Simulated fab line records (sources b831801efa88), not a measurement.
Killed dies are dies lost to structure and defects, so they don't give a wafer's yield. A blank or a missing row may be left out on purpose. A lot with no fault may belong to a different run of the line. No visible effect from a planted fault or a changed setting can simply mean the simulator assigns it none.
fab line records | flow sky130
record lots=5 wafers=14 last-day=50
route steps=708 shown METAL1@441 PAD_OPEN@708
lots with no fault: from the same line, run without faults
start-h: hours from the record's opening day to when the first of the lot's shown wafers began | wait-h: hours since the lot's step before | " the same as in the row above | L1.1+2: a single row standing in for several wafers | - no value present, or no start provided | * or withheld: withheld | < > ~ a bound
route shown NAME@n: names a module that has steps shown in the file, with the first one's number in the route | usual: the fault-free wafers' mean and standard deviation | same: alike in all rows | chamber/n: place in a boat | sites: each site's reading | _std_site: standard deviation of those values | _edge_site: outer sites' mean less inner sites' | radius-mm: how far each site lies from the wafer's centre | mask NAME#n: copy n | behind: the tool/chamber that last shaped the wafer | hold: cause of the lot's hold/its duration in hours/its outcome | device: the n, p or np transistor that did not switch | end of line: tests run on the same wafers once the route is complete | step lacking rows: just its recipe | killed: count of dies lost to structure and defects at first sort (not the wafer's yield) | map: shows each die of a wafer: x if killed, . if not, _ if none is there
set.NAME: setting as actually run; set.NAME@STEP: the setting as run at that earlier step | model.NAME: the simulator's own value behind a step, which no gauge read
certain route steps with their lots: each step a table, each wafer a row
services: a tool's chamber out of use, with start hour (start-h, from the record's first day; less than 0 if before it), hours out, and reason
## steps
# step SKY_METAL1_DEHYDRATE_07
# recipe temp-c=200 time-s=60
# step SKY_METAL1_HMDS_08
# recipe prime-time-s=60 prime-temp-c=120
# step SKY_METAL1_COAT_09
# recipe resist=BARC temp-c=withheld time-s=withheld spin-rpm=3000 resist-thk-nm=60
# step SKY_METAL1_COAT_10
# recipe resist=KrF-thick spin-rpm=3000 resist-thk-nm=450
# step SKY_METAL1_SOFTBAKE_11
# recipe temp-c=100 time-s=90 resist=KrF-thick
# step SKY_METAL1_EXPOSE_12
# recipe mask-id=MM1 na=0.8 source-shape=annular sigma-inner=0.55 sigma-outer=0.85 target-cd-nm=140 dose-mj=28
# step SKY_METAL1_PEB_13
# recipe peb-temp-c=withheld peb-time-s=withheld resist=KrF-thick
# step SKY_METAL1_DEVELOP_14
# recipe develop-time-s=60 resist=KrF-thick dev-temp-c=21
# step SKY_METAL1_CD_MEAS_15
# recipe target-cd-nm=140
# usual cd-nm=139.6/1.6
# columns lot.wafer tool chamber start-h wait-h cd-nm
L930.1 cd-sem-01 - 778.29 - 139.5
L930.2 " - " " 138.4
L930.3 " - " " 137.6
L931.2 cd-sem-01 - 783.40 - 140.6
L931.3 " - " " 138.4
L931.6 " - " " 138.8
L941.1 cd-sem-01 - 869.98 - 138.9
L941.3 " - " " 139.8
L945.1 cd-sem-01 - 893.74 - 139.9
L945.4 " - " " 139.3
L945.5 " - " " 139.3
L950.3 cd-sem-02 - 925.39 - 138.8
L950.5 " - " " 139.7
L950.6 " - " " 139.1
# step SKY_METAL1_OVL_MEAS_16
# usual METAL1_OVL=-1/4.3
# columns lot.wafer tool chamber start-h wait-h METAL1_OVL[nm]
L930.1 overlay-01 - 778.41 0.1 2
L930.2 " - " " -9
L930.3 " - " " 0
L931.2 overlay-01 - 783.53 0.1 -1
L931.3 " - " " -6
L931.6 " - " " -7
L941.1 overlay-01 - 870.10 0.1 -1
L941.3 " - " " -5
L945.1 overlay-01 - 893.86 0.1 -3
L945.4 " - " " -5
L945.5 " - " " 2
L950.3 overlay-01 - 925.49 0.1 -3
L950.5 " - " " -4
L950.6 " - " " -7
# step SKY_METAL1_DESCUM_17
# recipe chemistry=O2 source-power-w=150 bias-power-w=0 pressure-mtorr=10 temp-c=40 time-s=8
# usual drypump-motor-current-A=6.1/0.46 oes-product-au=0.998/0.0094
# columns lot.wafer tool chamber start-h wait-h drypump-motor-current-A oes-product-au rf-hours-counter-h
L930.1 rie-metal-02 0 778.45 0.0 6.0 0.985 11
L930.2 " 1 " " 6.3 1.014 14
L930.3 " 1 " " 6.4 1.015 -
L931.2 rie-metal-04 1 783.56 0.0 6.7 0.999 3
L931.3 " 0 " " 6.1 0.997 -
L931.6 " 0 " " 6.1 1.000 -
L941.1 rie-metal-02 0 870.13 0.0 6.0 0.993 14
L941.3 " 0 " " 6.0 1.001 -
L945.1 rie-metal-03 0 893.90 0.0 5.3 1.003 4
L945.4 " 0 " " 5.3 1.004 -
L945.5 " 0 " " 5.3 1.009 -
L950.3 rie-metal-03 1 925.52 0.0 5.8 1.001 -
L950.5 " 1 " " 5.8 1.001 -
L950.6 " 0 " " 5.3 1.013 -
# step SKY_METAL1_ETCH_18
# recipe chemistry=N2/H2 target=BARC ion-energy-ev=200 bias-w=100 pressure-mtorr=30 n2-flow-sccm=100 h2-flow-sccm=200 icp-w=500 stop-on=SiO2 time-s=45.9 target-depth-a=600
# usual drypump-motor-current-A=6.1/0.45 oes-product-au=0.855/0.0046 throttle-valve-pct=13.224/0.0083
# columns lot.wafer tool chamber start-h wait-h drypump-motor-current-A oes-product-au rf-hours-counter-h throttle-valve-pct
L930.1 rie-metal-02 0 778.48 0.0 6.0 0.861 11 13.215
L930.2 " 1 " " 6.4 0.859 14 13.222
L930.3 " 1 " " 6.4 0.849 - 13.232
L931.2 rie-metal-04 1 783.59 0.0 6.8 0.862 3 13.229
L931.3 " 0 " " 6.1 0.857 - 13.212
L931.6 " 0 " " 6.1 0.853 - 13.227
L941.1 rie-metal-02 0 870.20 0.1 6.0 0.855 14 13.228
L941.3 " 0 " " 6.0 0.854 - 13.235
L945.1 rie-metal-03 0 893.96 0.1 5.3 0.854 4 13.218
L945.4 " 0 " " 5.3 0.858 - 13.223
L945.5 " 0 " " 5.3 0.864 - 13.227
L950.3 rie-metal-03 1 925.56 0.0 5.8 0.856 - 13.234
L950.5 " 1 " " 5.8 0.853 - 13.227
L950.6 " 0 " " 5.3 0.860 - 13.245
# step SKY_METAL1_METAL_ETCH_19
# recipe target-depth-a=3600 stop-on=SiO2 over-etch-frac=0.3 time-s=78 chemistry=Cl2/BCl3 resist-sidewall-deg=88 pressure-mtorr=10 icp-w=900 bias-w=48.5 Cl2_flow_sccm=60 bcl3-flow-sccm=30
# usual drypump-motor-current-A=6.1/0.46 mfc-cl2-sccm=60.00/0.18 oes-product-au=0.854/0.0057 throttle-valve-pct=22.264/0.01
# columns lot.wafer tool chamber start-h wait-h drypump-motor-current-A mfc-cl2-sccm oes-product-au rf-hours-counter-h throttle-valve-pct model.KrF-thick_of_METAL1_COAT_10.thk-nm model.METAL1.feature-depth-nm model.etch.depth-nm
L930.1 rie-metal-02 0 778.54 0.0 6.0 59.75 0.852 11 22.271 162.4 361 361
L930.2 " 1 " " 6.3 60.40 0.858 14 22.271 157.5 361.4 361.4
L930.3 " 1 " " 6.4 60.29 0.860 - 22.256 156.7 360.7 360.7
L931.2 rie-metal-04 1 783.65 0.0 6.8 60.01 0.841 3 22.263 160 358.8 358.8
L931.3 " 0 " " 6.1 60.07 0.854 - 22.269 162.6 361.3 361.3
L931.6 " 0 " " 6.1 60.40 0.857 - 22.279 159.1 359.7 359.7
L941.1 rie-metal-02 0 870.32 0.1 6.0 60.10 0.863 14 22.266 164.5 360.5 360.5
L941.3 " 0 " " 6.0 60.04 0.775 - 22.245 244.5 299.5 299.5
L945.1 rie-metal-03 0 894.09 0.1 5.3 60.22 0.852 4 22.257 157 357.6 357.6
L945.4 " 0 " " 5.3 60.09 0.856 - 22.271 156.8 358.7 358.7
L945.5 " 0 " " 5.3 60.02 0.854 - 22.270 156.4 357.4 357.4
L950.3 rie-metal-03 1 925.64 0.1 5.8 60.18 0.842 - 22.267 158.4 358.5 358.5
L950.5 " 1 " " 5.8 60.10 0.864 - 22.252 158.1 362.5 362.5
L950.6 " 0 " " 5.3 59.99 0.851 - 22.268 156.7 360.7 360.7
# step SKY_METAL1_STRIP_20
# recipe chemistry=O2/N2 power-w=1400 pressure-mtorr=1500 platen-temp-c=withheld o2-flow-sccm=3000 n2-flow-sccm=300 overash-fraction=0.5
# usual drypump-motor-current-A=5.6/0.31 oes-product-au=0.343/0.0048 strip-time-to-endpoint-s=2.71/0.042
# columns lot.wafer tool chamber start-h wait-h drypump-motor-current-A oes-product-au rf-hours-counter-h strip-time-to-endpoint-s
L930.1 plasma-asher-02 1 778.63 0.1 5.3 0.342 4 2.74
L930.2 " 0 " " 6.1 0.338 4 2.69
L930.3 " 0 " " 6.1 0.339 - 2.68
L931.2 plasma-asher-03 0 783.74 0.1 5.4 0.345 93 2.72
L931.3 " 0 " " 5.4 0.343 - 2.74
L931.6 " 0 " " 5.4 0.341 - 2.71
L941.1 plasma-asher-03 1 870.50 0.1 5.2 0.346 102 2.76
L941.3 " 0 " " 5.4 0.380 - 3.63
L945.1 plasma-asher-02 1 894.27 0.1 5.4 0.340 16 2.68
L945.4 " 0 " " 6.0 0.341 - 2.68
L945.5 " 1 " " 5.4 0.336 - 2.67
L950.3 plasma-asher-02 1 925.73 0.1 5.3 0.341 - 2.71
L950.5 " 0 " " 6.0 0.343 - 2.69
L950.6 " 1 " " 5.3 0.354 - 2.68
# step SKY_METAL1_STRIP_21
# recipe chemistry=post-etch-residue-remover time-s=1200 temp-c=72.5
# step SKY_PAD_OPEN_PROBE_99
# usual defect-limited-yield=82.3/1.9 killed_at_M0_to_M3=44/6.9 killed_at_M4_up=3.3/2.1 killed-at-contacts=24/4.8 killed-at-front-end=15/4.4 killed-at-other=0.2/0.48 killed-dies=87/9.5 killed-on-rim=17/4 killed-open=48/6.5 killed-short=39/6.3 sort_bin_3_pad_short=0.9/0.48 sort_bin_5_function=10.5/1.5 sort_bin_6_memory=6.3/1.1 sort-n-pass=405/9.5 sort-yield-pct=82.3/1.9
# same gross-dies=492 killed-at-back-side=0 sort_bin_4_leakage[%]=0 sort_bin_8_speed[%]=0
# columns lot.wafer tool chamber start-h wait-h hold defect-limited-yield[%] killed_at_M0_to_M3 killed_at_M4_up killed-at-contacts killed-at-front-end killed-at-other killed-dies killed-on-rim killed-open killed-short sort_bin_3_pad_short[%] sort_bin_5_function[%] sort_bin_6_memory[%] sort-n-pass sort-yield-pct[%]
L930.1 prober-01 - 1086.03 0.1 - 83.3 39 0 22 20 1 82 14 41 41 0.8 9.8 6.1 410 83.3
L930.2 prober-01 - 1086.08 0.1 - 84.3 35 3 19 20 0 77 17 49 28 0.6 8.9 6.1 415 84.3
L930.3 prober-01 - 1086.13 0.2 - 81.9 47 2 22 18 0 89 22 49 40 0.8 11.8 5.5 403 81.9
L931.2 prober-01 - 1089.45 0.1 - 81.9 40 5 36 8 0 89 16 47 42 1.0 11.0 6.1 403 81.9
L931.3 prober-01 - 1089.50 0.2 - 84.1 40 3 21 14 0 78 13 45 33 1.0 10.0 4.9 414 84.1
L931.6 prober-01 - 1089.65 0.2 - 81.5 49 2 27 13 0 91 15 47 44 0.8 11.4 6.3 401 81.5
L941.1 prober-01 - 1155.16 0.1 await-dispo/7.2h/release 86.0 40 1 20 7 1 69 20 39 30 0 8.1 5.9 423 86.0
L941.3 prober-01 - 1155.26 0.2 await-dispo/7.2h/release 0 454 6 22 10 0 492 96 46 45 2.0 93.3 4.7 0 0
L945.1 prober-01 - 1170.30 0.1 - 79.5 46 2 33 20 0 101 19 59 40 1.0 12.6 6.9 391 79.5
L945.4 prober-01 - 1170.45 0.2 - 81.1 42 3 25 23 0 93 21 52 41 0.4 10.8 7.7 399 81.1
L945.5 prober-01 - 1170.50 0.2 - 81.9 45 1 21 21 1 89 16 44 44 0.6 10.4 7.1 403 81.9
L950.3 prober-02 - 1191.35 0.2 - 84.1 36 4 23 15 0 78 10 38 40 1.2 9.3 5.3 414 84.1
L950.5 prober-02 - 1191.45 0.2 - 81.5 52 3 20 15 1 91 16 45 46 0.8 11.2 6.5 401 81.5
L950.6 prober-02 - 1191.50 0.2 - 82.1 54 2 21 11 0 88 12 52 36 0.8 11.2 5.9 404 82.1
# killed by level:class
L930.1 CONTACT:geometric-particle:open=8 VIA1:geometric-particle:open=8 CONTACT:geometric-particle:short=7 POLY_GATE:geometric-particle:short=6 FIELD_ISO:geometric-particle:open=5 POLY_GATE:geometric-particle:open=5 LOCAL_INTERCONNECT:geometric-particle:short=5 VIA1:geometric-particle:short=5
L930.2 CONTACT:geometric-particle:open=9 VIA1:geometric-particle:open=8 FIELD_ISO:geometric-particle:open=7 POLY_GATE:geometric-particle:open=6 VIA3:geometric-particle:open=6 CONTACT:geometric-particle:short=5 VIA2:geometric-particle:open=5 POLY_GATE:geometric-particle:short=4
L930.3 VIA3:geometric-particle:open=8 VIA2:geometric-particle:open=8 LI_CONTACT:geometric-particle:open=8 VIA1:geometric-particle:short=7 FIELD_ISO:geometric-particle:open=6 CONTACT:geometric-particle:open=6 CONTACT:geometric-particle:short=6 VIA1:geometric-particle:open=6
L931.2 VIA1:geometric-particle:open=14 CONTACT:geometric-particle:open=11 LI_CONTACT:geometric-particle:open=8 CONTACT:geometric-particle:short=8 METAL1:geometric-particle:short=5 LI_CONTACT:geometric-particle:short=4 METAL2:geometric-particle:short=4 VIA3:geometric-particle:short=4
L931.3 VIA1:geometric-particle:open=8 CONTACT:geometric-particle:open=7 VIA3:geometric-particle:open=6 CONTACT:geometric-particle:short=6 POLY_GATE:geometric-particle:open=5 METAL1:geometric-particle:short=5 VIA2:geometric-particle:short=4 FIELD_ISO:geometric-particle:open=3
L931.6 LI_CONTACT:geometric-particle:open=9 METAL2:geometric-particle:short=9 VIA1:geometric-particle:open=8 CONTACT:geometric-particle:open=7 METAL1:geometric-particle:short=6 VIA2:geometric-particle:short=6 VIA1:geometric-particle:short=5 VIA3:geometric-particle:open=5
L941.1 VIA1:geometric-particle:open=12 VIA3:geometric-particle:open=8 LOCAL_INTERCONNECT:geometric-particle:short=6 VIA2:geometric-particle:open=6 CONTACT:geometric-particle:short=5 CONTACT:geometric-particle:open=5 LI_CONTACT:geometric-particle:open=4 METAL1:geometric-particle:short=3
L941.3 METAL1:area-etch=401 VIA1:geometric-particle:open=12 VIA3:geometric-particle:open=8 METAL1:geometric-particle:short=7 VIA2:geometric-particle:open=7 CONTACT:geometric-particle:open=7 VIA1:geometric-particle:short=7 CONTACT:geometric-particle:short=6
L945.1 CONTACT:geometric-particle:open=15 VIA1:geometric-particle:open=12 FIELD_ISO:geometric-particle:open=6 VIA1:geometric-particle:short=6 LI_CONTACT:geometric-particle:open=6 VIA2:geometric-particle:open=6 VIA3:geometric-particle:short=6 VIA3:geometric-particle:open=6
L945.4 VIA2:geometric-particle:open=10 CONTACT:geometric-particle:open=9 FIELD_ISO:geometric-particle:open=8 FIELD_ISO:geometric-particle:short=8 LI_CONTACT:geometric-particle:open=7 VIA1:geometric-particle:open=7 CONTACT:geometric-particle:short=5 VIA1:geometric-particle:short=5
L945.5 METAL2:geometric-particle:short=9 METAL1:geometric-particle:short=7 VIA2:geometric-particle:open=7 FIELD_ISO:geometric-particle:short=6 POLY_GATE:geometric-particle:open=6 VIA1:geometric-particle:short=6 VIA1:geometric-particle:open=6 LI_CONTACT:geometric-particle:open=5
L950.3 LI_CONTACT:geometric-particle:open=10 FIELD_ISO:geometric-particle:short=6 LOCAL_INTERCONNECT:geometric-particle:short=6 METAL2:geometric-particle:short=6 VIA2:geometric-particle:open=6 VIA1:geometric-particle:open=5 METAL1:geometric-particle:short=4 VIA3:geometric-particle:open=4
L950.5 VIA1:geometric-particle:open=8 METAL1:geometric-particle:short=8 METAL2:geometric-particle:short=8 LI_CONTACT:geometric-particle:open=7 FIELD_ISO:geometric-particle:short=5 FIELD_ISO:geometric-particle:open=5 VIA2:geometric-particle:open=5 VIA2:geometric-particle:short=5
L950.6 VIA1:geometric-particle:open=11 VIA3:geometric-particle:open=8 LI_CONTACT:geometric-particle:open=7 VIA2:geometric-particle:open=7 CONTACT:geometric-particle:open=7 METAL1:geometric-particle:short=5 VIA1:geometric-particle:short=5 FIELD_ISO:geometric-particle:open=4
# map L941.3 (x killed, . not)
__________xxxxxxxxxx_________
________xxxxxxxxxxxxxx_______
______xxxxxxxxxxxxxxxxxx_____
_____xxxxxxxxxxxxxxxxxxxx____
____xxxxxxxxxxxxxxxxxxxxxx___
___xxxxxxxxxxxxxxxxxxxxxxxx__
__xxxxxxxxxxxxxxxxxxxxxxxxxx_
_xxxxxxxxxxxxxxxxxxxxxxxxxxxx
_xxxxxxxxxxxxxxxxxxxxxxxxxxxx
_xxxxxxxxxxxxxxxxxxxxxxxxxxxx
_xxxxxxxxxxxxxxxxxxxxxxxxxxxx
_xxxxxxxxxxxxxxxxxxxxxxxxxxxx
_xxxxxxxxxxxxxxxxxxxxxxxxxxxx
_xxxxxxxxxxxxxxxxxxxxxxxxxxxx
_xxxxxxxxxxxxxxxxxxxxxxxxxxxx
__xxxxxxxxxxxxxxxxxxxxxxxxxx_
___xxxxxxxxxxxxxxxxxxxxxxxx__
____xxxxxxxxxxxxxxxxxxxxxx___
_____xxxxxxxxxxxxxxxxxxxx____
______xxxxxxxxxxxxxxxxxx_____
________xxxxxxxxxxxxxx_______
__________xxxxxxxxxx_________
# map L930.3 (x killed, . not)
__________...x......_________
________x..x..x.x....x_______
______......x.x....x...._____
_____.......x...x..x.x...____
____xx....x......x........___
___xx........x.............__
__x......x...............x.x_
_.x..x..xx...........x..x....
_xx................x.........
_......x.....x........xx.....
_.....xx...........x.xx.....x
_.x.x..........x.x.....x.....
_......x....x.............x..
_.x.x...x....................
_.....xx..x..x.x....x.......x
__......x..xx....x...x......_
___.....x....x......x..xx..__
____x....x.....x.........x___
_____.....x.x..x......x.x____
______.......x..xx......_____
________xx............_______
__________xx....xx.._________
## services
# columns tool chamber start-h hours kind
plasma-asher-03 - 765.97 14.6 pm
rie-metal-04 - 776.47 4.3 pm
rie-metal-03 0 785.88 - clean
rie-metal-03 0 785.88 29.9 scheduled-down
rie-metal-03 0 785.88 29.9 vent-cycle
rie-metal-04 1 791.74 1.5 repair
rie-metal-03 - 820.09 0.5 repair
rie-metal-02 - 830.88 2.8 pm
rie-metal-04 0 859.61 - clean
rie-metal-04 0 859.61 17.3 scheduled-down
rie-metal-04 0 859.61 17.3 vent-cycle
rie-metal-02 1 868.71 - clean
rie-metal-02 1 868.71 21.3 scheduled-down
rie-metal-02 1 868.71 21.3 vent-cycle
rie-metal-03 1 886.46 - clean
rie-metal-03 1 886.46 18.4 scheduled-down
rie-metal-03 1 886.46 18.4 vent-cycle
rie-metal-04 0 887.54 22.4 repair
rie-metal-02 0 920.84 - clean
rie-metal-02 0 920.84 20.3 scheduled-down
rie-metal-02 0 920.84 20.3 vent-cycle
## key
first-sign step=SKY_METAL1_METAL_ETCH_19 reading=oes-product-au direction=down sigmas=14 usual=0.854 struck=0.775
effect step=SKY_METAL1_STRIP_20 reading=strip-time-to-endpoint-s direction=up sigmas=22 usual=* struck=*
effect step=SKY_PAD_OPEN_PROBE_99 reading=killed_at_M0_to_M3 direction=up sigmas=60 usual=44 struck=454
model-effect step=SKY_METAL1_METAL_ETCH_19 value=KrF-thick_of_METAL1_COAT_10.thk-nm without=161.4 struck=244.5
more-kills-born-at SKY_METAL1_METAL_ETCH_19@rie-metal-02=401
met-at SKY_METAL1_METAL_ETCH_19
struck-wafers L941.3
later-rows-left-out L941.3
onset-between 778.54 870.32
fault kind=process-parameter-drift tool=rie-metal-02 chamber=- onset-h=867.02 steps=SKY_METAL1_METAL_ETCH_19 channel=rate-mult offset=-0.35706 shape=step end-h=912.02 scope=struck-wafers-only
# later-rows-left-out: the simulator's readings of these wafers behind a module that went badly wrong aren't trusted and aren't shown, but for the sort
